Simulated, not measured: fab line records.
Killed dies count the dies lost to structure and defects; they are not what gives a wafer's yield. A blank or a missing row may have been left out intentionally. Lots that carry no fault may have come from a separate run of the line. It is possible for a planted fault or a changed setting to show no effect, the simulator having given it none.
8D (eight disciplines) problem report, filled in by code + flow gf180mcu + the parts of the form that need people (team, actions taken, sign-off) are left out

## 1. WHAT IS WRONG
overpolish-run-s at GF_V1_CMP_26 reads a mean of 0.033 s on 2 wafers of 1 lot; wafers without a fault read 14.999 s with a standard deviation of 0.0094. So: -99 or more standard deviations from the usual mean.
The step: polishes, stops on SiO2, t overpolish 15 s, target thk 0 nm.
Seen first at day 24 07:17 on cmp-01, wafer L782.1. Wafers with a number at this step in the record: 36, from 12 lots. The rule behind "out" and "out of limits": a value lying over 4 standard deviations away from the usual mean. All remaining wafers that have a number are taken as sound.

## 2. WHAT IT IS AND WHAT IT IS NOT
| question                    | is                                   | is not                                                                    |
|-----------------------------|--------------------------------------|---------------------------------------------------------------------------|
| which readings at this step | overpolish-run-s, time-to-endpoint-s | head-pressure-psi, motor-current-A                                        |
| which lots                  | L782                                 | L766, L767, L768, L769, L770, L771, L772, L773, L774, L786, L788          |
| which wafers of those lots  | L782.1, L782.6                       | L782.3                                                                    |
| read on which tools         | cmp-01                               | cmp-02                                                                    |
| when                        | from day 24 07:17                    | up to then (28 sound wafers); but 6 sound wafers of L786, L788 came after |

## 3. SUSPECTS, AND WHAT RULES EACH OUT
Counting: a tool at a process step up to the reading stays a suspect if it ran every lot that is out. Sound lots after the first of them don't rule it out here, since some wafers of a struck lot are sound.
- plasma-asher-04 at GF_M1_STRIP_17 (strips in O2/N2): kept. L782, the lot that is out, went through it at day 23 05:58; up to then, the latest sound lot through it was L772 at day 20 01:43.
- cmp-01 at GF_V1_CMP_26 (polishes, stops on SiO2, t overpolish 15 s, target thk 0 nm): kept. L782, the lot that is out, went through it at day 24 07:17; up to then, the latest sound lot through it was L774 at day 21 16:32. Its own readings are out on those wafers: overpolish-run-s, time-to-endpoint-s.
- Within plasma-asher-04 at GF_M1_STRIP_17, the wafers that are out were processed in chamber 0 and their sound lot-mates in chamber 1.
- Within cmp-01 at GF_V1_CMP_26: the wafers that are out ran in chambers 1, 3; their sound lot-mates ran in chamber 0.
After counting, plasma-asher-04 at GF_M1_STRIP_17 and cmp-01 at GF_V1_CMP_26 remain.

## 4. THE CAUSE (what the simulator had put in)
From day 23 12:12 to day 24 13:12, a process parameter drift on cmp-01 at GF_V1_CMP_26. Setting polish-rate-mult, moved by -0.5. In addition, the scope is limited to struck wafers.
Counting left 2 suspects, and this tool is among them.

## 5. THE EFFECT CHAIN, in route order
Each row: a reading where the mean over the struck wafers with a number is more than 3 standard deviations away from the usual. Readings are gone through only where the record gives a usual standard deviation; hours: the median, over the lots, of the time from a lot's start at the first step in this table giving one to that lot's start at this step; sigmas: the change measured in usual standard deviations.
| hours | step                    | reading              | usual    | on struck wafers | change  | sigmas      |
|-------|-------------------------|----------------------|----------|------------------|---------|-------------|
| 0     | GF_V1_CMP_26            | overpolish-run-s     | 14.999 s | 0.033            | -14.966 | -99 or more |
| 0     | GF_V1_CMP_26            | time-to-endpoint-s   | 88 s     | 128              | +40     | +12         |
| 241   | GF_PASSIVATION_PROBE_99 | defect-limited-yield | 90.2 %   | 0.0              | -90.2   | -64         |
| 241   | GF_PASSIVATION_PROBE_99 | killed_at_M0_to_M3   | 21       | 462              | +442    | +99 or more |
| 241   | GF_PASSIVATION_PROBE_99 | killed-dies          | 48       | 492              | +444    | +66         |
| 241   | GF_PASSIVATION_PROBE_99 | killed-on-rim        | 9.3      | 96.0             | +86.7   | +30         |
| 241   | GF_PASSIVATION_PROBE_99 | sort_bin_3_pad_short | 0.45 %   | 90.86            | +90.41  | +99 or more |
| 241   | GF_PASSIVATION_PROBE_99 | sort-n-pass          | 444      | 0                | -444    | -66         |
| 241   | GF_PASSIVATION_PROBE_99 | sort-yield-pct       | 90.2 %   | 0.0              | -90.2   | -64         |
Its process steps:
- GF_V1_CMP_26: polishes, stops on SiO2, t overpolish 15 s, target thk 0 nm.
- GF_PASSIVATION_PROBE_99

## 6. WHAT WOULD HAVE CAUGHT IT SOONER
The fault began at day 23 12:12; the first out-of-limits reading in this record came at day 24 07:17, 19 hours later.
